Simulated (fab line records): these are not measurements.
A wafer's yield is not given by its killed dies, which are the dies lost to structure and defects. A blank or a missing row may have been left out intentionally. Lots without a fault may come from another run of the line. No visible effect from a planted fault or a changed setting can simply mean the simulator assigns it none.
The same fault as seen by 2 desks :: flow gf180mcu :: each desk has only its own numbers; what lay behind them comes last

## THE METROLOGY DESK
What the gauges read for every lot (on any tool): the sampled wafers with a number, averaged. A lot is out of limits, marked OUT, if its mean lies more than 4 standard deviations from the usual mean; the brackets give that distance.
Columns: A = VT_IMPLANT_02_OVL at GF_VT_IMPLANT_OVL_MEAS_29, usual 0.7 nm; B = VT_IMPLANT_03_OVL at GF_VT_IMPLANT_OVL_MEAS_40, usual 0.1 nm; C = HV_LDD_02_OVL at GF_HV_LDD_OVL_MEAS_32, usual -0.3 nm
lot: L154
first seen here: day 6 20:51
A: -1.7
B: -1.9
C: -0.9

lot: L156
first seen here: day 7 10:16
A: 0.9
B: -1.2
C: 0.4

lot: L155
first seen here: day 7 11:28
A: 0.2
B: 1.4
C: 1.2

lot: L157
first seen here: day 7 18:10
A: -0.2
B: -2.0
C: -2.0

lot: L158
first seen here: day 8 01:16
A: 1.2
B: 0.0
C: 1.0

lot: L159
first seen here: day 8 04:53
A: 1.8
B: 0.2
C: -2.5

lot: L168
first seen here: day 10 19:10
A: 0.0
B: 0.3
C: -0.3

lot: L169
first seen here: day 11 01:32
A: 0.5
B: -0.2
C: 1.0

lot: L171
first seen here: day 11 12:27
A: 1.8
B: -0.5
C: -2.0

lot: L172
first seen here: day 11 19:22
A: 2.3
B: 0.1
C: -0.2

lot: L173
first seen here: day 12 02:20
A: 0.6
B: -2.0
C: -0.3

lot: L174
first seen here: day 12 10:25
A: -0.8
B: -0.1
C: -1.6

lot: L175
first seen here: day 12 13:40
A: 2.2
B: 0.5
C: 0.6

lot: L176
first seen here: day 12 21:41
A: 1.2
B: 0.5
C: 0.8
This desk found nothing out of limits on any of the 14 lots.

## FOR THE TOOL OWNER'S DESK: cvdW-02
The tool's own readings at GF_V2_CVD_23 (deposits W, target thk 350 nm, time 104.94 s): means of the sampled wafers that have a number, for each lot that ran on this tool. A lot is out of limits, marked OUT, if its mean lies more than 4 standard deviations from the usual mean; the brackets give that distance.
Columns: A = chamberPressureTorr at GF_V2_CVD_23, usual 40.00 Torr; B = heaterPowerW at GF_V2_CVD_23, usual 877 W
lot: L154
first seen here: day 20 07:30
A: 39.93
B: 880

lot: L156
first seen here: day 21 03:25
A: 40.02
B: 882

lot: L157
first seen here: day 21 14:38
A: 41.38 (+17) OUT
B: 870

lot: L158
first seen here: day 22 03:15
A: 41.41 (+17) OUT
B: 874

lot: L159
first seen here: day 22 07:34
A: 41.39 (+17) OUT
B: 880

lot: L172
first seen here: day 26 15:33
A: 39.97
B: 891

lot: L173
first seen here: day 26 20:49
A: 40.03
B: 864

lot: L174
first seen here: day 27 11:12
A: 40.02
B: 895

lot: L175
first seen here: day 27 12:53
A: 40.01
B: 875

lot: L176
first seen here: day 27 19:41
A: 40.07
B: 891
This desk's verdict: out of limits on L157, L158, L159, starting with L157 at day 21 14:38 (chamberPressureTorr at GF_V2_CVD_23). In limits: L154, L156, L172, L173, L174, L175, L176.

## BROUGHT TOGETHER
The tool owner's desk had the chance to raise an alarm at day 21 14:38 on L157, L158, L159.
From the metrology desk's view, nothing was out of limits.
The metrology desk has L157, L158, L159 on record, within its limits.
Of the lots named, all ran GF_V2_CVD_23 on cvdW-02.

## WHAT THE SIMULATOR HAD PUT IN
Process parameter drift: cvdW-02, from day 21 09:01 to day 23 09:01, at GF_V2_CVD_23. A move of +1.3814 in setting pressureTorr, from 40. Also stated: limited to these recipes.
Struck lots among those shown: L157, L158, L159.
Each desk's first reading out of limits, in hours after the fault started: the tool owner's desk, 6.
